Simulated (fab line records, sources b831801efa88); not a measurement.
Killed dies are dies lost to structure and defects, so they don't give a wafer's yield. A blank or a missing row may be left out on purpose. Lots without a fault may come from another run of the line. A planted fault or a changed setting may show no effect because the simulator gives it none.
Which tool did it? | flow gf180mcu | 14 lots, 42 wafers sampled, at 5 steps of a route of 602

WHAT THE GAUGES READ, wafer by wafer
GF_CONTACT_CD_MEAS_14: target cd 220 nm. Usual: cd_nm 220.4 nm, standard deviation 1.4.
lot  | measured     | on        | cd_nm (nm)        | flag
L733 | day 16 02:01 | cd_sem-01 | 222.1 222.9 222.5 |
L735 | day 16 18:11 | cd_sem-02 | 220.4 220.8 219.8 |
L736 | day 16 22:46 | cd_sem-02 | 221.0 222.3 222.6 |
L737 | day 17 11:50 | cd_sem-01 | 218.9 219.4 218.3 |
L738 | day 18 03:01 | cd_sem-02 | 222.8 222.3 222.3 |
L741 | day 19 05:15 | cd_sem-01 | 220.3 219.4 220.0 |
L742 | day 19 10:05 | cd_sem-01 | 221.1 220.1 222.2 |
L744 | day 20 09:02 | cd_sem-02 | 220.1 220.8 220.6 |
L746 | day 20 21:10 | cd_sem-02 | 222.5 221.8 220.7 |
L747 | day 21 04:45 | cd_sem-01 | 218.7 220.7 221.1 |
L748 | day 21 14:33 | cd_sem-02 | 221.5 223.2 222.6 |
L750 | day 22 03:20 | cd_sem-01 | 247.8 245.8 246.4 | OFF
L751 | day 22 14:07 | cd_sem-01 | 247.1 247.2 248.3 | OFF
L752 | day 23 01:15 | cd_sem-02 | 218.5 219.3 218.3 |

GF_CONTACT_OVL_MEAS_15. Usual: CONTACT_OVL -1 nm, standard deviation 6.2.
lot  | measured     | on         | CONTACT_OVL (nm) | flag
L733 | day 16 02:07 | overlay-01 | 4 -4 5           |
L735 | day 16 18:19 | overlay-01 | -8 -1 -4         |
L736 | day 16 22:52 | overlay-02 | 3 -6 8           |
L737 | day 17 11:58 | overlay-01 | -1 -5 -7         |
L738 | day 18 03:07 | overlay-02 | -2 6 -4          |
L741 | day 19 05:22 | overlay-02 | 4 -10 -8         |
L742 | day 19 10:13 | overlay-01 | -4 -13 -8        |
L744 | day 20 09:09 | overlay-01 | 8 -7 7           |
L746 | day 20 21:17 | overlay-02 | -3 7 0           |
L747 | day 21 04:52 | overlay-02 | -5 2 -2          |
L748 | day 21 14:40 | overlay-01 | -3 1 -2          |
L750 | day 22 03:27 | overlay-01 | 3 -8 -5          |
L751 | day 22 14:13 | overlay-02 | -5 10 -1         |
L752 | day 23 01:22 | overlay-02 | 2 -1 4           |

GF_CONTACT_RS_MEAS_25: measures by four-point-probe. Usual: CONTACT_W_RS 0.381 ohm/sq, standard deviation 0.0049.
lot  | measured     | on            | CONTACT_W_RS (ohm/sq) | flag
L733 | day 16 02:50 | film_metro-02 | 0.373 0.371 0.378     |
L735 | day 16 19:01 | film_metro-03 | 0.382 0.380 0.379     |
L736 | day 16 23:35 | film_metro-02 | 0.389 0.387 0.384     |
L737 | day 17 12:40 | film_metro-04 | 0.380 0.384 0.375     |
L738 | day 18 03:49 | film_metro-03 | 0.385 0.379 0.381     |
L741 | day 19 06:04 | film_metro-03 | 0.381 0.384 0.380     |
L742 | day 19 10:55 | film_metro-03 | 0.389 0.384 0.386     |
L744 | day 20 09:52 | film_metro-02 | 0.371 0.370 0.380     |
L746 | day 20 21:59 | film_metro-03 | 0.381 0.383 0.383     |
L747 | day 21 05:34 | film_metro-02 | 0.374 0.379 0.375     |
L748 | day 21 15:22 | film_metro-03 | 0.386 0.391 0.393     |
L750 | day 22 04:10 | film_metro-03 | 0.383 0.381 0.382     |
L751 | day 22 14:56 | film_metro-04 | 0.375 0.376 0.381     |
L752 | day 23 02:04 | film_metro-04 | 0.372 0.383 0.373     |

WHICH TOOL RAN EACH LOT (tool, then ch and the chambers of the sampled wafers, then the start)
lot  | GF_SALICIDE_RTA_08               | GF_CONTACT_EXPOSE_11
L733 | rtp_anneal-01 ch 0, day 15 03:28 | krf_scanner-01 ch 0, day 15 15:10
L735 | rtp_anneal-01 ch 0, day 15 19:13 | krf_scanner-01 ch 0, day 16 07:26
L736 | rtp_anneal-01 ch 0, day 15 23:46 | krf_scanner-01 ch 0, day 16 11:25
L737 | rtp_anneal-02 ch 0, day 16 11:36 | krf_scanner-02 ch 0, day 17 00:10
L738 | rtp_anneal-02 ch 0, day 17 03:03 | krf_scanner-02 ch 0, day 17 15:13
L741 | rtp_anneal-02 ch 0, day 18 04:40 | krf_scanner-01 ch 0, day 18 17:14
L742 | rtp_anneal-01 ch 0, day 18 09:08 | krf_scanner-02 ch 0, day 18 21:58
L744 | rtp_anneal-02 ch 0, day 19 07:47 | krf_scanner-01 ch 0, day 19 20:49
L746 | rtp_anneal-01 ch 0, day 19 19:43 | krf_scanner-01 ch 0, day 20 09:02
L747 | rtp_anneal-01 ch 0, day 20 04:16 | krf_scanner-01 ch 0, day 20 17:38
L748 | rtp_anneal-02 ch 0, day 20 14:02 | krf_scanner-01 ch 0, day 21 03:01
L750 | rtp_anneal-01 ch 0, day 21 03:02 | krf_scanner-01 ch 0, day 21 15:46
L751 | rtp_anneal-02 ch 0, day 21 13:19 | krf_scanner-01 ch 0, day 22 02:25
L752 | rtp_anneal-01 ch 0, day 22 01:22 | krf_scanner-02 ch 0, day 22 13:52
- GF_SALICIDE_RTA_08: time 30 s.
- GF_CONTACT_EXPOSE_11: exposes mask Contact, target cd 220 nm.

WHAT THE TOOLS THEMSELVES READ (means of the sampled wafers that have a number; where no wafer has one, the mark that the record gives instead)
GF_SALICIDE_RTA_08. Usual: anneal_temp_c_max 803.0, standard deviation 0.71; lamp_power_pct 16 %, standard deviation 3.6; wafer_temp_C_max 803.2, standard deviation 0.59.
lot  | tool          | anneal_temp_c_max | lamp_power_pct (%) | wafer_temp_C_max | flag
L733 | rtp_anneal-01 | 803.2             | 13                 | 803.2            |
L735 | rtp_anneal-01 | 803.5             | 13                 | 802.4            |
L736 | rtp_anneal-01 | 803.0             | 13                 | 803.6            |
L737 | rtp_anneal-02 | 802.9             | 20                 | 803.5            |
L738 | rtp_anneal-02 | 802.2             | 20                 | 803.0            |
L741 | rtp_anneal-02 | 802.5             | 20                 | 802.6            |
L742 | rtp_anneal-01 | 803.3             | 13                 | 802.8            |
L744 | rtp_anneal-02 | 802.7             | 20                 | 803.3            |
L746 | rtp_anneal-01 | 803.1             | 13                 | 804.4            |
L747 | rtp_anneal-01 | 802.9             | 13                 | 803.7            |
L748 | rtp_anneal-02 | 801.9             | 20                 | 802.9            |
L750 | rtp_anneal-01 | 804.3             | 13                 | 803.2            |
L751 | rtp_anneal-02 | 803.0             | 20                 | 803.8            |
L752 | rtp_anneal-01 | 803.1             | 13                 | 803.5            |

GF_CONTACT_EXPOSE_11. Usual: exposure_dose_mJ_cm2 37.95, standard deviation 0.037.
lot  | tool           | exposure_dose_mJ_cm2 | flag
L733 | krf_scanner-01 | 37.98                |
L735 | krf_scanner-01 | 37.96                |
L736 | krf_scanner-01 | 37.92                |
L737 | krf_scanner-02 | 37.98                |
L738 | krf_scanner-02 | 37.97                |
L741 | krf_scanner-01 | 37.95                |
L742 | krf_scanner-02 | 37.93                |
L744 | krf_scanner-01 | 37.90                |
L746 | krf_scanner-01 | 37.95                |
L747 | krf_scanner-01 | 37.95                |
L748 | krf_scanner-01 | 37.98                |
L750 | krf_scanner-01 | 44.69                | OFF
L751 | krf_scanner-01 | 44.69                | OFF
L752 | krf_scanner-02 | 37.97                |

THE ANSWER, worked out from the rows above alone
Rule: a lot is off if the mean of its wafers that have a number lies more than 3 standard deviations from the usual mean. A lot without any number at a reading at which 4 lots or more have one is off too. The other lots that the step has rows for count as sound. The gauges are gone through in route order, then the tools' own readings, and for those a lot's mean is taken as printed above. The first step at which some lot is off is used, and at that step the reading that is off furthest; a lot without a number counts as furthest.
Off: L750, L751, at GF_CONTACT_CD_MEAS_14 (cd_nm).
A tool fits if, at a process step before that reading, it ran every lot that is off, and no sound lot after the first of them. The gauges at GF_CONTACT_CD_MEAS_14 aren't tried: what is off there is off at GF_CONTACT_EXPOSE_11 too, on other tools, and a gauge's error can't cause that. One fits: krf_scanner-01 at GF_CONTACT_EXPOSE_11. Its last sound lot is L748 (day 21 03:01), its first lot that is off L750 (day 21 15:46): a fault that began between those two fits.
The tool's own readings at GF_CONTACT_EXPOSE_11 bear it out: on the lots that are off they differ by more than 5 times the standard deviation of the sound lots' means. exposure_dose_mJ_cm2 reads 44.69 there against 37.95 on the sound lots.

WHAT THE SIMULATOR HAD PUT IN
Process parameter drift: krf_scanner-01, from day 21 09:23 on, at GF_CONTACT_EXPOSE_11. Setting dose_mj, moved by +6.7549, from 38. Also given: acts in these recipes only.
Lots struck among those shown: L750, L751. The rule above found the same.
